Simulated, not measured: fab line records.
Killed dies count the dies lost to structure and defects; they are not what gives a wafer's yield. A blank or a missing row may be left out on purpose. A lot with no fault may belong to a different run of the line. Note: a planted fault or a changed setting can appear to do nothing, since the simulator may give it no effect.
Problem report, 8D (eight disciplines) form, completed by code / flow gf180mcu / the parts of the form that need people (team, actions taken, sign-off) are left out

== 1. THE ISSUE ==
cathode dc power W at GF_TOP_METAL_SPUTTER_03 reads a mean of 3129.2 W on 2 wafers of 2 lots; wafers without a fault read 3000.0 W with a standard deviation of 0.55. That is +99 or more standard deviations from the usual mean.
The step: material Ti, target thk 5 nm, time 3.3 s.
Seen first at day 30 14:03 on pvd sputter-04, wafer L878.2. At this step, 18 wafers from 6 lots have a number in the record. The rule behind "out" and "out of limits": a value lying over 4 standard deviations away from the usual mean. The other wafers with a number count as sound.

== 2. WHAT IT IS, AND WHAT IT ISN'T ==
question=which readings at this step | is=cathode dc power W | is not=throttle valve pct
question=which lots | is=L878, L879 | is not=L868, L875, L880, L887
question=which wafers of those lots | is=L878.2, L879.3 | is not=L878.4, L878.6, L879.2, L879.4
question=read on which tools | is=pvd sputter-04 | is not=pvd sputter-01
question=when | is=from day 30 14:03 | is not=up to then (8 sound wafers); but 8 sound wafers of L879, L880, L887 came after

== 3. SUSPECTS, AND WHAT RULES EACH OUT ==
Counting: a tool at a process step up to the reading stays a suspect if it ran every lot that is out. Sound lots after the first of them don't rule it out here, since some wafers of a struck lot are sound.
- pvd sputter-03 at GF_V5_SPUTTER_21 (material Ti, target thk 15 nm, time 80.02 s): kept. It ran every lot that is out, first L878 (day 30 12:50); its last sound lot up to then is L875 (day 29 16:14).
- pvd sputter-04 at GF_TOP_METAL_SPUTTER_00 (material Ti, target thk 37.5 nm, time 150 s): kept. It ran every lot that is out, first L878 (day 30 13:52); its last sound lot up to then is L868 (day 27 13:53).
- pvd sputter-04 at GF_TOP_METAL_SPUTTER_02 (material AlCu, target thk 900 nm, time 47.82 s): kept. It ran every lot that is out, first L878 (day 30 14:00); its last sound lot up to then is L868 (day 27 14:01).
- pvd sputter-04 at GF_TOP_METAL_SPUTTER_03 (material Ti, target thk 5 nm, time 3.3 s): kept. It ran every lot that is out, first L878 (day 30 14:03); its last sound lot up to then is L868 (day 27 14:04). Its own readings are out on those wafers: cathode dc power W.
Left after counting: pvd sputter-03 at GF_V5_SPUTTER_21, pvd sputter-04 at GF_TOP_METAL_SPUTTER_00, pvd sputter-04 at GF_TOP_METAL_SPUTTER_02, pvd sputter-04 at GF_TOP_METAL_SPUTTER_03.

== 4. THE CAUSE (what the simulator had put in) ==
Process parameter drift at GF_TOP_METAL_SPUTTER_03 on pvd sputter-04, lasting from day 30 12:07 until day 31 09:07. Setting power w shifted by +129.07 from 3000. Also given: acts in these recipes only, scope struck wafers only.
4 suspects survive the count, and this tool is in that group.

== 5. SEQUENCE OF EFFECTS, ordered by route ==
Each row: a reading whose mean over the struck wafers that have a number lies more than 3 standard deviations from the usual. Scope: only readings with a usual standard deviation given in the record; hours: median across lots of the time from each lot's start at the first step in this table that gives one to its start at this step; sigmas: change in usual standard deviations.
hours=0; step=GF_TOP_METAL_SPUTTER_03; reading=cathode dc power W; usual=3000.0 W; on struck wafers=3129.2; change=+129.2; sigmas=+99 or more
Process steps it contains:
- GF_TOP_METAL_SPUTTER_03: material Ti, target thk 5 nm, time 3.3 s.

== 6. WHAT WOULD HAVE CAUGHT IT SOONER ==
The fault began at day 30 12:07; the first out-of-limits reading in this record came at day 30 14:03, 2 hours later.
